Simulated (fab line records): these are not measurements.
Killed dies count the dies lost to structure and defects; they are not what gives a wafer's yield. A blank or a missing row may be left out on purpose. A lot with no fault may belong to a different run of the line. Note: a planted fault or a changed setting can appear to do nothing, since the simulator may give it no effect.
Struck lot and sound lot, side by side :: flow sfqLine :: 15 steps out of a route of 325
Sound: wafers L217.2, L217.3, L217.5. Struck: wafer L225.3 (L225.4, L225.6, from the same lot, were not struck and are left out); the cause is given at the end.
Each step with rows lists, per side, the tool, then ch with its chambers, then its first start. Under that, the readings that differ: sound wafers :: struck wafers :: difference of the means :: sigmas: that difference in standard deviations of wafers without a fault.
alike: words and numbers the same on both sides, and readings whose means are apart by under 2 such deviations; not compared: readings that were withheld, readings missing a value for some wafer, numbers with overlapping values and no deviation given by the record, and bounds like >300 which may hide the same value.
A row with sigmas, a row that says differs or no value, or rows on one side alone: a step with any of these is where the two part. Non-overlapping numbers with no deviation appear without sigmas and do not part them. A reading that every wafer of one side lacks parts them only if that side has two wafers or more.

SFQ_TRILAYER_L0_BARC_OPEN_METAL_ETCH_010: etches BARC in O2, target depth 125 nm, time 41.7 s.
  sound on rieMetal-01 ch 0, day 3 02:55; struck on rieMetal-04 ch 1, day 4 17:19
  alike: drypumpMotorCurrentA, oesProductAu
  not compared: rfHoursCounterH
SFQ_TRILAYER_L0_ETCH_METAL_ETCH_008: etches MoNx KI in SF6/O2, stops on SiO2, target depth 50 nm, time 25 s.
  sound on rieMetal-01 ch 0, day 3 03:01; struck on rieMetal-04 ch 1, day 4 17:22
  alike: drypumpMotorCurrentA, oesProductAu
  not compared: rfHoursCounterH
SFQ_TRILAYER_L0_STRIP_STRIP_009: strips in O2.
  sound on rieMetal-01 ch 0, day 3 03:18; struck on rieMetal-04 ch 1, day 4 17:36
reading: platenTempC (C)
sound: 40.09 40.25 40.25
struck: 39.83
difference: -0.37
sigmas: -3
  alike: drypumpMotorCurrentA, oesProductAu
  not compared: rfHoursCounterH
then, 1 step without rows for these wafers: SFQ_TRILAYER_L0_STRIP_SOLV_CLEAN_010 (cleans in NMP, time 600 s).
SFQ_TRILAYER_L0_CAP_PECVD_011: deposits SiO2 from SiH4/N2O, time 13.333 s, target thk 60 nm.
  sound on pecvd-01 ch 1,2, day 3 04:29; struck on pecvd-03 ch 1, day 4 18:10
  alike: heaterPowerW, susceptorTempC, throttleValvePct
then, 6 steps without rows for these wafers: SFQ_TRILAYER_L0_VIA_LITHO_COAT_018 (resist thk 62 nm); SFQ_TRILAYER_L0_VIA_LITHO_COAT_013 (resist thk 650 nm); SFQ_TRILAYER_L0_VIA_LITHO_SOFTBAKE_017; SFQ_TRILAYER_L0_VIA_LITHO_EXPOSE_014 (exposes mask L0V, target cd 700 nm); SFQ_TRILAYER_L0_VIA_LITHO_PEB_016 (peb time 60 s); SFQ_TRILAYER_L0_VIA_LITHO_DEVELOP_015 (time 60 s).
-- the record jumps here: 3 days lie between the struck wafers' starts before and after --
SFQ_L0V_OVL_MEAS_903:
  sound on overlay-02 at day 6 05:16; struck on overlay-01 at day 7 23:50
  alike: L0V_OVL
SFQ_TRILAYER_L0_VIA_BARC_OPEN_VIA_ETCH_021: etches BARC in O2, target depth 125 nm, time 41.7 s.
  sound on rieDiel-04 ch 0,1,2, day 6 05:18; struck on rieDiel-01 ch 0, day 7 23:51
reading: model.KrF_of_TRILAYER_L0_VIA_LITHO_COAT_013.thkNm (nm)
sound: 573.4 573 573.2
struck: 587.9
difference: +14.7
sigmas: 
  alike: drypumpMotorCurrentA, oesProductAu
  not compared: rfHoursCounterH
SFQ_TRILAYER_L0_VIA_ETCH_VIA_ETCH_016: etches SiO2 in CHF3, stops on MoNx KI, target depth 80 nm.
  sound on rieDiel-04 ch 0,1,2, day 6 05:20; struck on rieDiel-01 ch 0, day 7 23:53
reading: model.KrF_of_TRILAYER_L0_VIA_LITHO_COAT_013.thkNm (nm)
sound: 559.5 558.9 559.4
struck: 573.8
difference: +14.5
sigmas: 
  alike: drypumpMotorCurrentA, oesProductAu
SFQ_TRILAYER_L0_VIA_STRIP_STRIP_017: strips in O2.
  sound on rieMetal-03 ch 0, day 6 05:23; struck on rieMetal-02 ch 1, day 8 00:08
  alike: drypumpMotorCurrentA, oesProductAu, platenTempC
  not compared: rfHoursCounterH

## WHERE THEY PART
SFQ_TRILAYER_L0_STRIP_STRIP_009 only, going by this record. Later steps at which nothing parts them and some readings are alike: SFQ_TRILAYER_L0_CAP_PECVD_011, SFQ_L0V_OVL_MEAS_903, SFQ_TRILAYER_L0_VIA_BARC_OPEN_VIA_ETCH_021, SFQ_TRILAYER_L0_VIA_ETCH_VIA_ETCH_016, SFQ_TRILAYER_L0_VIA_STRIP_STRIP_017.

WHY: the cause the simulator had injected
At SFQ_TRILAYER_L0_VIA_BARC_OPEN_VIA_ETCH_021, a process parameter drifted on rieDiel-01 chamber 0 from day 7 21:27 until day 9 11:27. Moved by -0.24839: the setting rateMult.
